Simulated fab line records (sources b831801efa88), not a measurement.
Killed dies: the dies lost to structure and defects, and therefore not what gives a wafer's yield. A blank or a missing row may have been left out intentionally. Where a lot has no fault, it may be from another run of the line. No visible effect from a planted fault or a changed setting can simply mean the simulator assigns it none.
A single fault, viewed from 2 desks | flow sky130 | each desk has only its own numbers; what lay behind them comes last

== AT THE TOOL OWNER'S DESK: rtp-anneal-02 ==
Per lot that ran on this tool, the mean of the sampled wafers carrying a number, from the tool's own readings at SKY_SD_N_RTA_14 (time 2 s). Any lot whose mean is over 4 standard deviations away from the usual mean is out of limits and marked OUT; that distance is given in the brackets.
Columns: A = lamp-power-pct at SKY_SD_N_RTA_14, usual 15.74 %; B = wafer_temp_C_max at SKY_SD_N_RTA_14, usual 1078.2
lot  | first seen here | A                | B
L545 | day 27 09:18    | 15.75            | 1077.8
L547 | day 28 16:19    | 15.68            | 1078.3
L549 | day 30 15:49    | 15.73            | 1078.9
L551 | day 31 04:21    | 15.71            | 1080.0
L552 | day 31 10:11    | 15.79            | 1078.5
L555 | day 31 14:27    | 15.73            | 1078.6
L560 | day 33 20:58    | 16.13 (+7.3) OUT | 1096.2 (+13) OUT
L562 | day 34 09:03    | 16.09 (+6.5) OUT | 1094.7 (+12) OUT
This desk finds L560, L562 out of limits, L560 being first, at day 33 20:58 (lamp-power-pct at SKY_SD_N_RTA_14). In limits: L545, L547, L549, L551, L552, L555.

== METROLOGY DESK ==
Lot by lot, what the gauges showed, no matter which tool ran the lot: averages of those sampled wafers that carry a number. Any lot whose mean is over 4 standard deviations away from the usual mean is out of limits and marked OUT; that distance is given in the brackets.
Columns: A = LDD_HVN_OVL at SKY_LDD_HVN_OVL_MEAS_07, usual 0.0 nm; B = SD_N_RS at SKY_SD_N_RS_MEAS_16, usual 68.60 ohm/sq; C = SD_P_RS at SKY_SD_N_RS_MEAS_17, usual 147.1 ohm/sq; D = LI_CONTACT_BOW at SKY_LI_CONTACT_BOW_MEAS_03, usual 55 um; E = cd-nm at SKY_LOCAL_INTERCONNECT_CD_MEAS_11, usual 169.7 nm
lot  | first seen here | A    | B               | C               | D  | E
L545 | day 19 17:44    | 0.0  | 68.62           | 146.5           | 56 | 169.3
L546 | day 20 00:55    | -1.3 | 68.40           | 146.8           | 55 | 171.8
L547 | day 21 03:59    | -1.2 | 68.64           | 147.5           | 62 | 171.4
L549 | day 23 08:50    | 0.1  | 68.55           | 147.1           | 50 | 171.4
L550 | day 23 09:47    | -1.2 | 68.58           | 147.1           | 64 | 169.0
L551 | day 23 23:26    | -0.9 | 68.65           | 147.8           | 52 | 170.5
L552 | day 24 05:39    | 0.6  | 68.63           | 147.2           | 55 | 167.3
L554 | day 24 05:49    | 1.2  | 68.59           | 147.3           | 57 | 168.0
L555 | day 24 06:53    | -0.4 | 68.66           | 147.3           | 52 | 166.8
L560 | day 26 18:25    | -0.9 | 65.44 (-29) OUT | 132.2 (-40) OUT | 61 | 170.2
L563 | day 27 04:49    | 2.1  | 68.52           | 146.8           | 57 | 171.3
L562 | day 27 08:38    | 0.0  | 65.36 (-29) OUT | 131.8 (-41) OUT | 57 | 170.9
L567 | day 28 05:39    | -0.1 | 68.53           | 147.0           | 49 | 170.2
This desk finds L560, L562 out of limits, with the earliest case on L560 at day 33 21:08 (SD_N_RS at SKY_SD_N_RS_MEAS_16). In limits: L545, L546, L547, L549, L550, L551, L552, L554, L555, L563, L567.

== PUT TOGETHER ==
The tool owner's desk could have raised an alarm at day 33 20:58, on L560, L562.
On L560, L562, the metrology desk was in a position to raise an alarm at day 33 21:08.
Of the lots named, all ran SKY_SD_N_RTA_14 on rtp-anneal-02.

== WHAT HAD BEEN PUT IN BY THE SIMULATOR ==
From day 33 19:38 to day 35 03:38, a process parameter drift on rtp-anneal-02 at SKY_SD_N_RTA_14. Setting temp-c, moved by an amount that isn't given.
Struck lots among those shown: L560, L562.
Counting hours from when the fault started, the first reading out of limits came at 1 for the tool owner's desk and at 2 for the metrology desk.
